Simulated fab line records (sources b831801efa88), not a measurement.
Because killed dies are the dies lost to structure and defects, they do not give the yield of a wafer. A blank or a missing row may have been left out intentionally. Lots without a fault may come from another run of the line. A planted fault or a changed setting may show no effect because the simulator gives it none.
Which tool was responsible? / flow gf180mcu / 13 lots, 39 wafers sampled, at 4 steps of a route of 602

WHAT THE GAUGES READ, wafer by wafer
GF_CONTACT_RS_MEAS_25: the measuring method here is four-point-probe.
lot=L446; measured=day 16 17:35; on=film metro-01; CONTACT_W_RS (ohm/sq)=0.388 0.387 0.386
lot=L447; measured=day 17 03:30; on=film metro-04; CONTACT_W_RS (ohm/sq)=0.375 0.380 0.383
lot=L449; measured=day 17 15:46; on=film metro-02; CONTACT_W_RS (ohm/sq)=0.389 0.375 0.385
lot=L453; measured=day 19 03:18; on=film metro-01; CONTACT_W_RS (ohm/sq)=0.355 0.360 0.357
lot=L455; measured=day 20 04:49; on=film metro-01; CONTACT_W_RS (ohm/sq)=0.358 0.351 0.356
lot=L457; measured=day 20 16:22; on=film metro-01; CONTACT_W_RS (ohm/sq)=0.386 0.383 0.372
lot=L458; measured=day 21 00:03; on=film metro-04; CONTACT_W_RS (ohm/sq)=0.373 0.371 0.383
lot=L460; measured=day 21 20:38; on=film metro-01; CONTACT_W_RS (ohm/sq)=0.378 0.383 0.372
lot=L463; measured=day 22 23:49; on=film metro-01; CONTACT_W_RS (ohm/sq)=0.385 0.377 0.377
lot=L465; measured=day 23 08:55; on=film metro-04; CONTACT_W_RS (ohm/sq)=0.380 0.382 0.382
lot=L466; measured=day 23 13:10; on=film metro-02; CONTACT_W_RS (ohm/sq)=0.381 0.378 0.382
lot=L467; measured=day 24 02:39; on=film metro-01; CONTACT_W_RS (ohm/sq)=0.381 0.387 0.393
lot=L468; measured=day 24 04:34; on=film metro-01; CONTACT_W_RS (ohm/sq)=0.377 0.377 0.381

GF_CONTACT_THK_MEAS_26: measures by xrf.
lot=L446; measured=day 16 17:42; on=film metro-01; CONTACT_W_THK (nm)=306 306 307
lot=L447; measured=day 17 03:37; on=film metro-04; CONTACT_W_THK (nm)=313 312 308
lot=L449; measured=day 17 15:53; on=film metro-02; CONTACT_W_THK (nm)=302 316 306
lot=L453; measured=day 19 03:25; on=film metro-01; CONTACT_W_THK (nm)=333 328 333
lot=L455; measured=day 20 04:55; on=film metro-01; CONTACT_W_THK (nm)=331 339 332
lot=L457; measured=day 20 16:29; on=film metro-01; CONTACT_W_THK (nm)=308 310 319
lot=L458; measured=day 21 00:10; on=film metro-04; CONTACT_W_THK (nm)=318 321 309
lot=L460; measured=day 21 20:45; on=film metro-01; CONTACT_W_THK (nm)=314 309 319
lot=L463; measured=day 22 23:56; on=film metro-01; CONTACT_W_THK (nm)=307 317 313
lot=L465; measured=day 23 09:02; on=film metro-04; CONTACT_W_THK (nm)=311 311 312
lot=L466; measured=day 23 13:17; on=film metro-02; CONTACT_W_THK (nm)=319 323 322
lot=L467; measured=day 24 02:46; on=film metro-01; CONTACT_W_THK (nm)=311 307 302
lot=L468; measured=day 24 04:41; on=film metro-01; CONTACT_W_THK (nm)=315 314 311

WHAT TOOL EACH LOT RAN ON (gives the tool, then ch and the chambers of the sampled wafers, and finally the start)
lot=L446; GF_CONTACT_SPUTTER_23=pvd sputter-02, day 16 17:26; GF_CONTACT_CVD_24=cvd w-01 ch 0,1, day 16 17:29
lot=L447; GF_CONTACT_SPUTTER_23=pvd sputter-01, day 17 03:20; GF_CONTACT_CVD_24=cvd w-02 ch 0,1, day 17 03:23
lot=L449; GF_CONTACT_SPUTTER_23=pvd sputter-01, day 17 15:38; GF_CONTACT_CVD_24=cvd w-02 ch 0,1, day 17 15:40
lot=L453; GF_CONTACT_SPUTTER_23=pvd sputter-02, day 19 03:10; GF_CONTACT_CVD_24=cvd w-01 ch 1, day 19 03:12
lot=L455; GF_CONTACT_SPUTTER_23=pvd sputter-03, day 20 04:39; GF_CONTACT_CVD_24=cvd w-01 ch 0,1, day 20 04:41
lot=L457; GF_CONTACT_SPUTTER_23=pvd sputter-01, day 20 16:14; GF_CONTACT_CVD_24=cvd w-02 ch 0,1, day 20 16:16
lot=L458; GF_CONTACT_SPUTTER_23=pvd sputter-01, day 20 23:55; GF_CONTACT_CVD_24=cvd w-02 ch 0,1, day 20 23:57
lot=L460; GF_CONTACT_SPUTTER_23=pvd sputter-03, day 21 20:29; GF_CONTACT_CVD_24=cvd w-02 ch 0,1, day 21 20:32
lot=L463; GF_CONTACT_SPUTTER_23=pvd sputter-02, day 22 23:40; GF_CONTACT_CVD_24=cvd w-02 ch 0,1, day 22 23:43
lot=L465; GF_CONTACT_SPUTTER_23=pvd sputter-02, day 23 08:45; GF_CONTACT_CVD_24=cvd w-01 ch 0,1, day 23 08:47
lot=L466; GF_CONTACT_SPUTTER_23=pvd sputter-03, day 23 13:02; GF_CONTACT_CVD_24=cvd w-01 ch 0,1, day 23 13:04
lot=L467; GF_CONTACT_SPUTTER_23=pvd sputter-03, day 24 02:31; GF_CONTACT_CVD_24=cvd w-02 ch 0,1, day 24 02:33
lot=L468; GF_CONTACT_SPUTTER_23=pvd sputter-02, day 24 04:25; GF_CONTACT_CVD_24=cvd w-01 ch 0,1, day 24 04:27
- GF_CONTACT_SPUTTER_23: material TiN, target thk 10 nm, time 40 s.
- GF_CONTACT_CVD_24: deposits W, target thk 300 nm, time 90.339 s.

AS READ BY THE TOOLS THEMSELVES (means over the sampled wafers that have a number; for cases with no such wafer, the mark the record gives instead)
GF_CONTACT_SPUTTER_23.
lot=L446; tool=pvd sputter-02; throttle valve pct (%)=29.6
lot=L447; tool=pvd sputter-01; throttle valve pct (%)=30.3
lot=L449; tool=pvd sputter-01; throttle valve pct (%)=31.1
lot=L453; tool=pvd sputter-02; throttle valve pct (%)=29.3
lot=L455; tool=pvd sputter-03; throttle valve pct (%)=29.2
lot=L457; tool=pvd sputter-01; throttle valve pct (%)=31.4
lot=L458; tool=pvd sputter-01; throttle valve pct (%)=30.3
lot=L460; tool=pvd sputter-03; throttle valve pct (%)=28.7
lot=L463; tool=pvd sputter-02; throttle valve pct (%)=29.4
lot=L465; tool=pvd sputter-02; throttle valve pct (%)=28.9
lot=L466; tool=pvd sputter-03; throttle valve pct (%)=30.3
lot=L467; tool=pvd sputter-03; throttle valve pct (%)=29.3
lot=L468; tool=pvd sputter-02; throttle valve pct (%)=29.5

GF_CONTACT_CVD_24.
lot=L446; tool=cvd w-01; heater power w (W)=862
lot=L447; tool=cvd w-02; heater power w (W)=779
lot=L449; tool=cvd w-02; heater power w (W)=780
lot=L453; tool=cvd w-01; heater power w (W)=730
lot=L455; tool=cvd w-01; heater power w (W)=822
lot=L457; tool=cvd w-02; heater power w (W)=787
lot=L458; tool=cvd w-02; heater power w (W)=788
lot=L460; tool=cvd w-02; heater power w (W)=785
lot=L463; tool=cvd w-02; heater power w (W)=809
lot=L465; tool=cvd w-01; heater power w (W)=834
lot=L466; tool=cvd w-01; heater power w (W)=832
lot=L467; tool=cvd w-02; heater power w (W)=795
lot=L468; tool=cvd w-01; heater power w (W)=836

THE ANSWER, worked out from the rows above alone
Rule: what is usual is taken from the lots themselves. Put in order of their means at a reading, lots are off if they are a third of the lots or fewer, leave a main group of 4 or more, and stand apart from it by a gap of 3 or more times the standard deviation of the main group's means; of several such gaps the widest counts. The tables above print the reading to a certain number of digits; a main group whose means all agree to those digits is not used. Also off: a lot with no number at a reading for which 4 or more lots have one. The other lots that the step has rows for count as sound. After the gauges, taken in route order, come the tools' own readings; for these a lot's mean is taken, as printed above. The first step at which some lot is off is used, and at that step the reading that is off furthest; a lot without a number counts as furthest.
Off: L453, L455, at GF_CONTACT_RS_MEAS_25 (CONTACT_W_RS). Mean 0.381 ohm/sq and standard deviation 0.0034 in the main group.
If a tool, at a process step before that reading, ran all the lots that are off and no sound lot after the first of them, it fits. The gauges at GF_CONTACT_RS_MEAS_25 are tried like those tools. None of those tried fits.

WHAT THE SIMULATOR HAD INSERTED
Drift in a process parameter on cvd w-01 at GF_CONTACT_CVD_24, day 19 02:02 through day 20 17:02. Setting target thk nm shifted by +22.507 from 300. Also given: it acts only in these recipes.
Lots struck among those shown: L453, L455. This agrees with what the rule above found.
